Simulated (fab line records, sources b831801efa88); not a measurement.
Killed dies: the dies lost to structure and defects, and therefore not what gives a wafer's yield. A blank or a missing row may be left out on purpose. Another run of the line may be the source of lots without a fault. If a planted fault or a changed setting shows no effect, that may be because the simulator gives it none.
Which tool was responsible? || flow sky130 || Sampling: 13 lots, 39 wafers, 2 of 708 route steps

WHAT EACH GAUGE READ, for each wafer
No reading from a measuring or inspecting step in the record can be judged against a usual standard deviation.

EACH LOT AND THE TOOL THAT RAN IT (in order: tool; ch and the chambers of the sampled wafers; start)
{"lot": "L710", "SKY_DNWELL_EXPOSE_04": "iline_stepper-02 ch 0, day 3 01:32", "SKY_PAD_OPEN_PROBE_99": "-"}
{"lot": "L711", "SKY_DNWELL_EXPOSE_04": "iline_stepper-02 ch 0, day 3 07:11", "SKY_PAD_OPEN_PROBE_99": "-"}
{"lot": "L712", "SKY_DNWELL_EXPOSE_04": "iline_stepper-02 ch 0, day 3 10:56", "SKY_PAD_OPEN_PROBE_99": "-"}
{"lot": "L713", "SKY_DNWELL_EXPOSE_04": "iline_stepper-01 ch 0, day 3 19:15", "SKY_PAD_OPEN_PROBE_99": "-"}
{"lot": "L716", "SKY_DNWELL_EXPOSE_04": "iline_stepper-01 ch 0, day 4 06:37", "SKY_PAD_OPEN_PROBE_99": "-"}
{"lot": "L717", "SKY_DNWELL_EXPOSE_04": "iline_stepper-02 ch 0, day 4 16:49", "SKY_PAD_OPEN_PROBE_99": "-"}
{"lot": "L718", "SKY_DNWELL_EXPOSE_04": "iline_stepper-02 ch 0, day 5 14:29", "SKY_PAD_OPEN_PROBE_99": "-"}
{"lot": "L721", "SKY_DNWELL_EXPOSE_04": "iline_stepper-01 ch 0, day 5 16:41", "SKY_PAD_OPEN_PROBE_99": "prober-01, day 48 11:46"}
{"lot": "L722", "SKY_DNWELL_EXPOSE_04": "iline_stepper-02 ch 0, day 5 21:59", "SKY_PAD_OPEN_PROBE_99": "-"}
{"lot": "L723", "SKY_DNWELL_EXPOSE_04": "iline_stepper-01 ch 0, day 6 01:11", "SKY_PAD_OPEN_PROBE_99": "prober-01, day 48 21:38"}
{"lot": "L724", "SKY_DNWELL_EXPOSE_04": "iline_stepper-02 ch 0, day 6 08:53", "SKY_PAD_OPEN_PROBE_99": "-"}
{"lot": "L730", "SKY_DNWELL_EXPOSE_04": "iline_stepper-01 ch 0, day 7 16:44", "SKY_PAD_OPEN_PROBE_99": "-"}
{"lot": "L731", "SKY_DNWELL_EXPOSE_04": "iline_stepper-01 ch 0, day 7 19:38", "SKY_PAD_OPEN_PROBE_99": "-"}
- SKY_DNWELL_EXPOSE_04: exposes mask DNM, target cd 3000 nm.
- SKY_PAD_OPEN_PROBE_99

WHAT THE TOOLS THEMSELVES READ (means of the sampled wafers that have a number; where no wafer has one, the mark that the record gives instead)
SKY_PAD_OPEN_PROBE_99.
{"lot": "L721", "tool": "prober-01", "killed_at_M0_to_M3": 35, "killed_at_M4_up": 4.0, "killed_at_contacts": 25, "killed_at_front_end": 17, "killed_at_other": 0.0, "killed_dies": 81, "killed_open": 40, "killed_short": 41}
{"lot": "L723", "tool": "prober-01", "killed_at_M0_to_M3": 49, "killed_at_M4_up": 2.7, "killed_at_contacts": 20, "killed_at_front_end": 20, "killed_at_other": 0.0, "killed_dies": 91, "killed_open": 48, "killed_short": 43}

THE ANSWER, worked out from the rows above alone
Rule: usual is defined by the lots themselves. The widest of any qualifying gaps counts: lots, ordered by their means at a reading, are off when they make up no more than a third of the lots, leave a main group of 4 or more, and stand apart from it by 3 or more times the standard deviation of that group's means. If all means in a main group match to the digits the tables above print for the reading, that group is not used. A lot without any number at a reading at which 4 lots or more have one is off too. The other lots that the step has rows for count as sound. The gauges are gone through in route order, then the tools' own readings, and for those a lot's mean is taken as printed above. The first step at which some lot is off is used, and at that step the reading that is off furthest; a lot without a number counts as furthest.
Across all readings shown, no lot is off: no conclusion can be drawn from this.

WHAT THE SIMULATOR HAD INSERTED
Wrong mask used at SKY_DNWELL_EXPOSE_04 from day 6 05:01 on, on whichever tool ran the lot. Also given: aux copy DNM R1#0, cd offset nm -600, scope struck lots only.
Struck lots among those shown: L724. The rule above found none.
